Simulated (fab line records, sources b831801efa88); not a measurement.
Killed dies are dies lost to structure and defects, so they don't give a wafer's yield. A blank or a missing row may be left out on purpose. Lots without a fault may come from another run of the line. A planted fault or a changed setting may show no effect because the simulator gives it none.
fab line records | flow sky130
record lots=6 wafers=18 last_day=50
route steps=708 shown METAL4@623 PAD_OPEN@708
lots that met no fault: from a run of the same line without faults
start_h: hours from the record's first day to the start of the lot's first wafer shown | wait_h: hours since the lot's step before | " the same as in the row above | L1.1+2: a row that stands for several wafers | - no value, or no start given | * or withheld: withheld | < > ~ a bound
route shown NAME@n: a module of which the file shows steps, and the number in the route of the first | usual: mean/standard deviation of fault-free wafers | same: alike in all rows | chamber/n: place in a boat | sites: the reading at each site | _std_site: their standard deviation | _edge_site: outer sites' mean less inner sites' | radius_mm: how far each site lies from the wafer's centre | mask NAME#n: copy n | behind: the tool/chamber that last shaped the wafer | hold: why the lot was held/for how many hours/how that ended | device: the transistor (n, p or np) that didn't switch | end of line: the same wafers' tests at the end of the route | a step without rows: its recipe alone | killed: dies lost to structure and defects at the first sort, not the wafer's yield | map: a wafer's dies, x killed, . not, _ none there
set.NAME: the setting as run; set.NAME@STEP: as run at that earlier step | model.NAME: the simulator's own value behind a step, which no gauge read
lots at some steps of the route; a table a step, a row a wafer
services: from which hour (start_h, from the record's first day; less than 0 if before it) a tool's chamber was out of use, for how many hours, and why
## steps
# step SKY_METAL4_COAT_07
# recipe resist=BARC temp_c=withheld time_s=withheld spin_rpm=3000 resist_thk_nm=60
# step SKY_METAL4_COAT_08
# recipe resist=KrF-thick spin_rpm=3000 resist_thk_nm=1140
# step SKY_METAL4_SOFTBAKE_09
# recipe temp_c=100 time_s=90 resist=KrF-thick
# step SKY_METAL4_EXPOSE_10
# recipe mask_id=MM4 na=0.68 source_shape=annular sigma_inner=0.4 sigma_outer=0.8 target_cd_nm=300 dose_mj=28
# step SKY_METAL4_PEB_11
# recipe peb_temp_c=withheld peb_time_s=withheld resist=KrF-thick
# step SKY_METAL4_DEVELOP_12
# recipe develop_time_s=60 resist=KrF-thick dev_temp_c=21
# step SKY_METAL4_CD_MEAS_13
# recipe target_cd_nm=300
# usual cd_nm=299.7/1.6
# columns lot.wafer tool chamber start_h wait_h cd_nm
L385.2 cd_sem-01 - 1008.31 - 298.8
L385.3 " - " " 298.8
L385.5 " - " " 299.1
L391.1 cd_sem-01 - 1049.33 - 299.9
L391.2 " - " " 301.7
L391.5 " - " " 302.0
L400.3 cd_sem-02 - 1092.87 - 301.4
L400.5 " - " " 301.1
L400.6 " - " " 300.9
L401.2 cd_sem-02 - 1107.91 - 298.8
L401.3 " - " " 298.6
L401.4 " - " " 299.6
L404.2 cd_sem-01 - 1127.66 - 299.0
L404.4 " - " " 297.9
L404.5 " - " " 300.2
L406.3 cd_sem-01 - 1139.87 - 297.7
L406.5 " - " " 296.1
L406.6 " - " " 297.5
# step SKY_METAL4_OVL_MEAS_14
# usual METAL4_OVL=-2/4
# columns lot.wafer tool chamber start_h wait_h METAL4_OVL[nm]
L385.2 overlay-01 - 1008.42 0.1 6
L385.3 " - " " -6
L385.5 " - " " 1
L391.1 overlay-02 - 1049.45 0.1 -5
L391.2 " - " " -5
L391.5 " - " " -3
L400.3 overlay-02 - 1092.96 0.1 -4
L400.5 " - " " -5
L400.6 " - " " 3
L401.2 overlay-01 - 1108.02 0.1 -4
L401.3 " - " " -10
L401.4 " - " " -8
L404.2 overlay-02 - 1127.77 0.1 4
L404.4 " - " " 0
L404.5 " - " " 5
L406.3 overlay-01 - 1139.96 0.1 -4
L406.5 " - " " -3
L406.6 " - " " -4
# step SKY_METAL4_DESCUM_15
# recipe chemistry=O2 source_power_w=150 bias_power_w=0 pressure_mtorr=10 temp_c=40 time_s=8
# usual drypump_motor_current_A=5.8/0.37 oes_product_au=1.005/0.0079
# columns lot.wafer tool chamber start_h wait_h drypump_motor_current_A oes_product_au rf_hours_counter_h
L385.2 rie_metal-04 0 1008.45 0.0 6.6 1.002 16
L385.3 " 0 " " 6.6 1.003 -
L385.5 " 1 " " 5.9 1.005 -
L391.1 rie_metal-02 1 1049.49 0.0 5.5 1.007 19
L391.2 " 0 " " 5.5 1.002 2
L391.5 " 1 " " 5.5 1.019 -
L400.3 rie_metal-02 0 1093.00 0.0 5.5 1.001 -
L400.5 " 1 " " 5.5 1.017 -
L400.6 " 0 " " 5.5 1.005 -
L401.2 rie_metal-03 0 1108.05 0.0 5.6 1.008 3
L401.3 " 1 " " 5.8 1.007 -
L401.4 " 0 " " 5.7 1.000 -
L404.2 rie_metal-03 0 1127.80 0.0 5.7 0.998 5
L404.4 " 0 " " 5.7 0.996 -
L404.5 " 0 " " 5.7 1.003 -
L406.3 rie_metal-02 0 1140.00 0.0 5.5 0.993 -
L406.5 " 1 " " 5.5 1.006 -
L406.6 " 0 " " 5.5 0.982 -
# step SKY_METAL4_ETCH_16
# recipe chemistry=N2/H2 target=BARC ion_energy_ev=200 bias_w=100 pressure_mtorr=30 n2_flow_sccm=100 h2_flow_sccm=200 icp_w=500 stop_on=SiO2 time_s=88.2 target_depth_a=600
# usual drypump_motor_current_A=5.8/0.38 oes_product_au=0.625/0.0039 throttle_valve_pct=13.205/0.0095
# columns lot.wafer tool chamber start_h wait_h drypump_motor_current_A oes_product_au rf_hours_counter_h throttle_valve_pct
L385.2 rie_metal-04 0 1008.48 0.0 6.6 0.625 16 13.201
L385.3 " 0 " " 6.6 0.623 - 13.218
L385.5 " 1 " " 5.9 0.632 - 13.226
L391.1 rie_metal-02 1 1049.52 0.0 5.5 0.621 19 13.206
L391.2 " 0 " " 5.5 0.626 2 13.202
L391.5 " 1 " " 5.5 0.627 - 13.224
L400.3 rie_metal-02 0 1093.05 0.0 5.5 0.621 - 13.211
L400.5 " 1 " " 5.5 0.622 - 13.201
L400.6 " 0 " " 5.5 0.626 - 13.200
L401.2 rie_metal-03 0 1108.08 0.0 5.7 0.622 3 13.195
L401.3 " 1 " " 5.8 0.620 - 13.228
L401.4 " 0 " " 5.6 0.628 - 13.198
L404.2 rie_metal-03 0 1127.83 0.0 5.6 0.623 5 13.194
L404.4 " 0 " " 5.6 0.623 - 13.196
L404.5 " 0 " " 5.7 0.627 - 13.209
L406.3 rie_metal-02 0 1140.05 0.0 5.5 0.631 - 13.213
L406.5 " 1 " " 5.5 0.622 - 13.204
L406.6 " 0 " " 5.5 0.625 - 13.205
# step SKY_METAL4_ETCH_17
# recipe target=SiO2 stop_on=TiN chemistry=C4F8/O2/Ar source_w=1500 bias_w=1200 pressure_mtorr=40 c4f8_flow_sccm=withheld O2_flow_sccm=6 Ar_flow_sccm=300 time_s=3.9 target_depth_a=150
# usual oes_product_au=0.754/0.0066
# columns lot.wafer tool chamber start_h wait_h oes_product_au rf_hours_counter_h
L385.2 rie_diel-03 3 1008.58 0.1 0.760 18
L385.3 " 2 " " 0.758 3
L385.5 " 1 " " 0.757 -
L391.1 rie_diel-03 0 1049.62 0.1 0.749 10
L391.2 " 2 " " 0.743 4
L391.5 " 0 " " 0.752 -
L400.3 rie_diel-03 2 1093.12 0.0 0.746 6
L400.5 " 1 " " 0.753 -
L400.6 " 2 " " 0.764 -
L401.2 rie_diel-04 0 1108.18 0.1 0.736 22
L401.3 " 3 " " 0.742 24
L401.4 " 3 " " 0.755 -
L404.2 rie_diel-04 1 1127.93 0.1 0.767 24
L404.4 " 0 " " 0.771 23
L404.5 " 2 " " 0.759 -
L406.3 rie_diel-03 1 1140.12 0.0 0.755 9
L406.5 " 3 " " 0.757 -
L406.6 " 0 " " 0.762 -
# step SKY_METAL4_METAL_ETCH_18
# recipe target_depth_a=8450 stop_on=SiO2 over_etch_frac=0.3 time_s=183.1 chemistry=Cl2/BCl3 resist_sidewall_deg=88 pressure_mtorr=10 icp_w=900 bias_w=48.5 Cl2_flow_sccm=60 bcl3_flow_sccm=30
# usual drypump_motor_current_A=5.9/0.4 oes_product_au=0.866/0.0055 throttle_valve_pct=22.265/0.0092
# columns lot.wafer tool chamber start_h wait_h drypump_motor_current_A oes_product_au rf_hours_counter_h throttle_valve_pct
L385.2 rie_metal-02 1 1008.66 0.1 5.5 0.875 - 22.267
L385.3 " 1 " " 5.5 0.865 - 22.272
L385.5 " 1 " " 5.5 0.857 - 22.269
L391.1 rie_metal-04 1 1049.64 0.0 5.9 0.862 5 22.264
L391.2 " 0 " " 6.6 0.867 18 22.244
L391.5 " 1 " " 5.9 0.871 - 22.276
L400.3 rie_metal-03 0 1093.20 0.1 5.7 0.873 - 22.253
L400.5 " 0 " " 5.7 0.868 - 22.266
L400.6 " 1 " " 5.8 0.869 - 22.274
L401.2 rie_metal-04 0 1108.20 0.0 6.6 0.858 22 22.279
L401.3 " 1 " " 5.9 0.864 - 22.253
L401.4 " 0 " " 6.6 0.860 - 22.248
L404.2 rie_metal-04 1 1127.95 0.0 5.9 0.878 11 22.262
L404.4 " 0 " " 6.6 0.867 - 22.266
L404.5 " 0 " " 6.6 0.862 - 22.260
L406.3 rie_metal-04 0 1140.20 0.1 6.6 0.866 - 22.279
L406.5 " 0 " " 6.6 0.864 - 22.264
L406.6 " 1 " " 5.9 0.861 - 22.258
# step SKY_METAL4_STRIP_19
# recipe chemistry=O2/N2 power_w=1400 pressure_mtorr=1500 platen_temp_c=withheld o2_flow_sccm=3000 n2_flow_sccm=300 overash_fraction=0.5
# usual chamber_pressure_mTorr=1499.8/1.4 drypump_motor_current_A=5.95/0.28 oes_product_au=0.500/0.0054 strip_time_to_endpoint_s=6.48/0.064
# columns lot.wafer tool chamber start_h wait_h chamber_pressure_mTorr drypump_motor_current_A oes_product_au rf_hours_counter_h strip_time_to_endpoint_s model.KrF-thick_of_METAL4_COAT_08.thk_nm
L385.2 plasma_asher-02 0 1008.95 0.2 1500.4 5.81 0.508 26 6.54 0
L385.3 " 0 " " 1500.6 5.89 0.495 - 6.49 0
L385.5 " 0 " " 1498.6 5.88 0.500 - 6.59 0
L391.1 plasma_asher-02 0 1049.81 0.1 1499.5 5.89 0.508 30 6.52 0
L391.2 " 1 " " 1501.0 6.29 0.499 30 6.44 0
L391.5 " 0 " " 1498.5 5.85 0.509 - 6.59 0
L400.3 plasma_asher-04 1 1093.35 0.1 - - - - - 520
L400.5 " 0 " " - - - - - 524
L400.6 " 1 " " - - - - - 520.1
L401.2 plasma_asher-02 1 1108.38 0.1 - - - - - 515.7
L401.3 " 1 " " - - - - - 521
L401.4 " 0 " " - - - - - 524.2
L404.2 plasma_asher-04 1 1128.13 0.1 1502.3 6.11 0.495 102 6.47 0
L404.4 " 1 " " 1500.7 6.11 0.498 - 6.51 0
L404.5 " 1 " " 1499.0 6.11 0.503 - 6.44 0
L406.3 plasma_asher-02 1 1140.35 0.1 1501.5 6.28 0.491 - 6.52 0
L406.5 " 1 " " 1499.8 6.28 0.497 - 6.49 0
L406.6 " 0 " " 1499.7 5.87 0.504 - 6.51 0
# step SKY_METAL4_STRIP_20
# recipe chemistry=post_etch_residue_remover time_s=1200 temp_c=72.5
# step SKY_PAD_OPEN_PROBE_99
# usual defect_limited_yield=82.8/2 killed_at_M0_to_M3=43/6.4 killed_at_M4_up=3.1/2 killed_at_contacts=24/5.2 killed_at_front_end=15/4.3 killed_at_other=0.2/0.48 killed_dies=85/9.7 killed_on_rim=17/4.2 killed_open=47/6.9 killed_short=38/6.7 sort_bin_3_pad_short=0.9/0.48 sort_bin_5_function=10.3/1.6 sort_bin_6_memory=6.1/0.97 sort_n_pass=407/9.7 sort_yield_pct=82.8/2
# same gross_dies=492 killed_at_back_side=0 sort_bin_4_leakage[%]=0 sort_bin_8_speed[%]=0
# columns lot.wafer tool chamber start_h wait_h hold defect_limited_yield[%] killed_at_M0_to_M3 killed_at_M4_up killed_at_contacts killed_at_front_end killed_at_other killed_dies killed_on_rim killed_open killed_short sort_bin_3_pad_short[%] sort_bin_5_function[%] sort_bin_6_memory[%] sort_n_pass sort_yield_pct[%]
L385.2 prober-01 - 1103.95 0.1 - 81.5 46 3 26 15 1 91 17 48 43 0.8 11.2 6.5 401 81.5
L385.3 prober-01 - 1104.00 0.2 - 82.7 43 1 25 15 1 85 22 53 32 0.6 10.2 6.5 407 82.7
L385.5 prober-01 - 1104.10 0.2 - 80.5 43 2 26 25 0 96 17 51 45 1.0 10.4 8.1 396 80.5
L391.1 prober-02 - 1139.04 0.1 - 85.4 37 4 20 11 0 72 11 41 31 1.2 7.9 5.5 420 85.4
L391.2 prober-02 - 1139.09 0.1 - 80.5 44 1 33 17 1 96 19 53 43 1.0 13.0 5.5 396 80.5
L391.5 prober-02 - 1139.24 0.2 - 79.9 44 4 32 19 0 99 14 58 41 1.2 11.8 7.1 393 79.9
L400.3 prober-01 - 1175.40 0.2 await_dispo/1.6h/scrap 0 48 394 24 24 2 492 96 49 55 0.8 92.9 6.3 0 0
L400.5 prober-01 - 1175.50 0.2 await_dispo/1.6h/scrap 0 45 425 10 12 0 492 96 40 31 1.0 94.7 4.3 0 0
L400.6 prober-01 - 1175.55 0.2 await_dispo/1.6h/scrap 0 44 402 22 23 1 492 96 49 44 1.6 93.1 5.3 0 0
L401.2 prober-02 - 1188.01 0.1 await_dispo/5.4h/scrap 0 42 413 21 16 0 492 96 46 34 0.2 93.7 6.1 0 0
L401.3 prober-02 - 1188.06 0.2 await_dispo/5.4h/scrap 0 52 402 25 13 0 492 96 38 54 1.4 91.9 6.7 0 0
L401.4 prober-02 - 1188.11 0.2 await_dispo/5.4h/scrap 0 42 420 16 13 1 492 96 34 38 0.6 93.5 5.9 0 0
L404.2 prober-01 - 1204.58 0.1 - 87.0 33 2 18 11 0 64 12 38 26 1.2 7.1 4.7 428 87.0
L404.4 prober-01 - 1204.68 0.2 - 81.3 46 5 21 20 0 92 16 49 43 1.0 11.2 6.5 400 81.3
L404.5 prober-01 - 1204.73 0.2 - 85.6 36 4 24 7 0 71 17 40 31 1.2 9.1 4.1 421 85.6
L406.3 prober-02 - 1211.66 0.2 - 84.1 35 2 26 15 0 78 12 46 32 0.6 8.5 6.7 414 84.1
L406.5 prober-02 - 1211.76 0.2 - 83.1 39 3 27 14 0 83 9 47 36 0.6 11.0 5.3 409 83.1
L406.6 prober-02 - 1211.81 0.2 - 85.2 37 1 18 17 0 73 15 45 28 0.6 8.5 5.7 419 85.2
# killed by level:class
L385.2 VIA1:geometric_particle:open=15 CONTACT:geometric_particle:open=9 LI_CONTACT:geometric_particle:open=8 POLY_GATE:geometric_particle:short=6 METAL2:geometric_particle:short=6 METAL1:geometric_particle:short=5 LI_CONTACT:geometric_particle:short=4 VIA2:geometric_particle:short=4
L385.3 VIA1:geometric_particle:open=17 CONTACT:geometric_particle:open=11 LI_CONTACT:geometric_particle:open=6 VIA2:geometric_particle:open=5 VIA3:geometric_particle:open=5 FIELD_ISO:geometric_particle:short=4 CONTACT:geometric_particle:short=4 VIA1:geometric_particle:short=4
L385.5 CONTACT:geometric_particle:open=11 POLY_GATE:geometric_particle:open=10 VIA1:geometric_particle:short=7 VIA3:geometric_particle:open=7 VIA1:geometric_particle:open=7 FIELD_ISO:geometric_particle:short=6 LOCAL_INTERCONNECT:geometric_particle:short=6 METAL1:geometric_particle:short=5
L391.1 VIA1:geometric_particle:open=13 LI_CONTACT:geometric_particle:open=8 METAL4:geometric_particle:short=4 CONTACT:geometric_particle:short=4 CONTACT:geometric_particle:open=4 METAL1:geometric_particle:short=4 POLY_GATE:geometric_particle:open=3 POLY_GATE:geometric_particle:short=3
L391.2 VIA1:geometric_particle:open=19 CONTACT:geometric_particle:open=12 LI_CONTACT:geometric_particle:open=9 CONTACT:geometric_particle:short=7 FIELD_ISO:geometric_particle:open=6 VIA1:geometric_particle:short=6 METAL1:geometric_particle:short=6 FIELD_ISO:geometric_particle:short=4
L391.5 VIA1:geometric_particle:open=17 VIA2:geometric_particle:open=10 CONTACT:geometric_particle:open=8 LI_CONTACT:geometric_particle:open=7 CONTACT:geometric_particle:short=7 POLY_GATE:geometric_particle:short=6 LOCAL_INTERCONNECT:geometric_particle:short=6 FIELD_ISO:geometric_particle:short=5
L400.3 VIA4:area_hdpcvd=388 VIA1:geometric_particle:open=10 VIA2:geometric_particle:open=9 CONTACT:geometric_particle:open=8 FIELD_ISO:geometric_particle:short=6 POLY_GATE:geometric_particle:open=6 CONTACT:geometric_particle:short=6 VIA1:geometric_particle:short=6
L400.5 VIA4:area_hdpcvd=421 VIA1:geometric_particle:open=16 VIA3:geometric_particle:open=5 VIA2:geometric_particle:open=5 VIA1:geometric_particle:short=5 POLY_GATE:geometric_particle:open=4 METAL1:geometric_particle:short=4 CONTACT:geometric_particle:open=4
L400.6 VIA4:area_hdpcvd=399 VIA1:geometric_particle:open=9 VIA2:geometric_particle:open=8 FIELD_ISO:geometric_particle:open=7 LI_CONTACT:geometric_particle:open=7 CONTACT:geometric_particle:open=6 METAL3:geometric_particle:short=6 FIELD_ISO:geometric_particle:short=5
L401.2 VIA4:area_hdpcvd=412 VIA1:geometric_particle:open=14 CONTACT:geometric_particle:short=8 CONTACT:geometric_particle:open=7 FIELD_ISO:geometric_particle:short=5 METAL2:geometric_particle:short=5 VIA3:geometric_particle:open=5 POLY_GATE:geometric_particle:open=4
L401.3 VIA4:area_hdpcvd=400 VIA1:geometric_particle:open=10 CONTACT:geometric_particle:short=9 VIA1:geometric_particle:short=8 CONTACT:geometric_particle:open=7 LOCAL_INTERCONNECT:geometric_particle:short=6 VIA3:geometric_particle:open=6 METAL3:geometric_particle:short=6
L401.4 VIA4:area_hdpcvd=420 VIA1:geometric_particle:short=11 VIA1:geometric_particle:open=10 CONTACT:geometric_particle:open=7 FIELD_ISO:geometric_particle:short=5 POLY_GATE:geometric_particle:short=5 VIA2:geometric_particle:open=5 LI_CONTACT:geometric_particle:open=4
L404.2 CONTACT:geometric_particle:open=9 VIA1:geometric_particle:short=7 VIA1:geometric_particle:open=7 POLY_GATE:geometric_particle:open=4 LI_CONTACT:geometric_particle:open=4 VIA3:geometric_particle:short=4 VIA3:geometric_particle:open=4 METAL2:geometric_particle:short=3
L404.4 VIA1:geometric_particle:open=13 VIA3:geometric_particle:open=11 CONTACT:geometric_particle:open=7 POLY_GATE:geometric_particle:short=5 METAL4:geometric_particle:short=4 VIA3:geometric_particle:short=4 LI_CONTACT:geometric_particle:open=4 VIA1:geometric_particle:short=4
L404.5 CONTACT:geometric_particle:open=7 VIA1:geometric_particle:open=7 VIA3:geometric_particle:open=7 POLY_GATE:geometric_particle:open=6 VIA2:geometric_particle:open=6 LI_CONTACT:geometric_particle:open=5 LOCAL_INTERCONNECT:geometric_particle:short=5 CONTACT:geometric_particle:short=4
L406.3 LI_CONTACT:geometric_particle:open=9 VIA1:geometric_particle:open=8 CONTACT:geometric_particle:open=7 FIELD_ISO:geometric_particle:open=6 FIELD_ISO:geometric_particle:short=5 CONTACT:geometric_particle:short=5 METAL1:geometric_particle:open=4 VIA2:geometric_particle:open=4
L406.5 VIA2:geometric_particle:open=13 VIA1:geometric_particle:open=10 LI_CONTACT:geometric_particle:open=7 CONTACT:geometric_particle:open=6 LOCAL_INTERCONNECT:geometric_particle:short=5 CONTACT:geometric_particle:short=5 VIA1:geometric_particle:short=5 LI_CONTACT:geometric_particle:short=4
L406.6 VIA1:geometric_particle:open=12 CONTACT:geometric_particle:open=10 VIA3:geometric_particle:open=6 FIELD_ISO:geometric_particle:open=5 VIA2:geometric_particle:open=5 FIELD_ISO:geometric_particle:short=4 LOCAL_INTERCONNECT:geometric_particle:short=4 METAL3:geometric_particle:short=3
# map L400.3 (x killed, . not)
__________xxxxxxxxxx_________
________xxxxxxxxxxxxxx_______
______xxxxxxxxxxxxxxxxxx_____
_____xxxxxxxxxxxxxxxxxxxx____
____xxxxxxxxxxxxxxxxxxxxxx___
___xxxxxxxxxxxxxxxxxxxxxxxx__
__xxxxxxxxxxxxxxxxxxxxxxxxxx_
_xxxxxxxxxxxxxxxxxxxxxxxxxxxx
_xxxxxxxxxxxxxxxxxxxxxxxxxxxx
_xxxxxxxxxxxxxxxxxxxxxxxxxxxx
_xxxxxxxxxxxxxxxxxxxxxxxxxxxx
_xxxxxxxxxxxxxxxxxxxxxxxxxxxx
_xxxxxxxxxxxxxxxxxxxxxxxxxxxx
_xxxxxxxxxxxxxxxxxxxxxxxxxxxx
_xxxxxxxxxxxxxxxxxxxxxxxxxxxx
__xxxxxxxxxxxxxxxxxxxxxxxxxx_
___xxxxxxxxxxxxxxxxxxxxxxxx__
____xxxxxxxxxxxxxxxxxxxxxx___
_____xxxxxxxxxxxxxxxxxxxx____
______xxxxxxxxxxxxxxxxxx_____
________xxxxxxxxxxxxxx_______
__________xxxxxxxxxx_________
# map L401.2 (x killed, . not)
__________xxxxxxxxxx_________
________xxxxxxxxxxxxxx_______
______xxxxxxxxxxxxxxxxxx_____
_____xxxxxxxxxxxxxxxxxxxx____
____xxxxxxxxxxxxxxxxxxxxxx___
___xxxxxxxxxxxxxxxxxxxxxxxx__
__xxxxxxxxxxxxxxxxxxxxxxxxxx_
_xxxxxxxxxxxxxxxxxxxxxxxxxxxx
_xxxxxxxxxxxxxxxxxxxxxxxxxxxx
_xxxxxxxxxxxxxxxxxxxxxxxxxxxx
_xxxxxxxxxxxxxxxxxxxxxxxxxxxx
_xxxxxxxxxxxxxxxxxxxxxxxxxxxx
_xxxxxxxxxxxxxxxxxxxxxxxxxxxx
_xxxxxxxxxxxxxxxxxxxxxxxxxxxx
_xxxxxxxxxxxxxxxxxxxxxxxxxxxx
__xxxxxxxxxxxxxxxxxxxxxxxxxx_
___xxxxxxxxxxxxxxxxxxxxxxxx__
____xxxxxxxxxxxxxxxxxxxxxx___
_____xxxxxxxxxxxxxxxxxxxx____
______xxxxxxxxxxxxxxxxxx_____
________xxxxxxxxxxxxxx_______
__________xxxxxxxxxx_________
## services
# columns tool chamber start_h hours kind
rie_diel-04 3 989.03 6.4 repair
rie_metal-02 - 997.21 1.5 repair
rie_diel-03 2 1004.32 1.4 repair
rie_metal-02 0 1005.76 - clean
rie_metal-02 0 1005.76 14.4 scheduled_down
rie_metal-02 0 1005.76 14.4 vent_cycle
rie_metal-03 - 1008.56 14.6 pm
rie_diel-03 0 1011.33 5.5 repair
rie_diel-03 - 1018.14 0.6 repair
rie_diel-04 - 1024.61 2.8 pm
rie_metal-03 0 1035.86 - clean
rie_metal-03 0 1035.86 23.7 scheduled_down
rie_metal-03 0 1035.86 23.7 vent_cycle
rie_metal-03 - 1044.14 2.8 pm
rie_diel-04 - 1044.61 1.1 repair
rie_diel-03 0 1062.34 5.9 repair
rie_diel-04 1 1105.93 6.3 repair
plasma_asher-02 - 1137.31 1.7 repair
## key
first_sign step=SKY_METAL4_STRIP_19 reading=tool_record direction=missing
effect step=SKY_PAD_OPEN_PROBE_99 reading=killed_at_M4_up direction=up sigmas=99+ usual=3.1 struck=409.3
model_effect step=SKY_METAL4_STRIP_19 value=KrF-thick_of_METAL4_COAT_08.thk_nm without=0 struck=520.8
more_kills_born_at SKY_VIA4_HDPCVD_00@hdpcvd-01=2440
met_at SKY_METAL4_STRIP_19
struck_wafers L400.3,L400.5,L400.6,L401.2,L401.3,L401.4
later_rows_left_out L400.3,L400.5,L400.6,L401.2,L401.3,L401.4
onset_between 1049.81 1093.35
fault kind=skipped_step_whole tool=plasma_asher-02,plasma_asher-04 chamber=- onset_h=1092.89 steps=SKY_METAL4_STRIP_19 scope=struck_lots_only
# later_rows_left_out: the simulator's readings of these wafers behind a module that went badly wrong aren't trusted and aren't shown, but for the sort
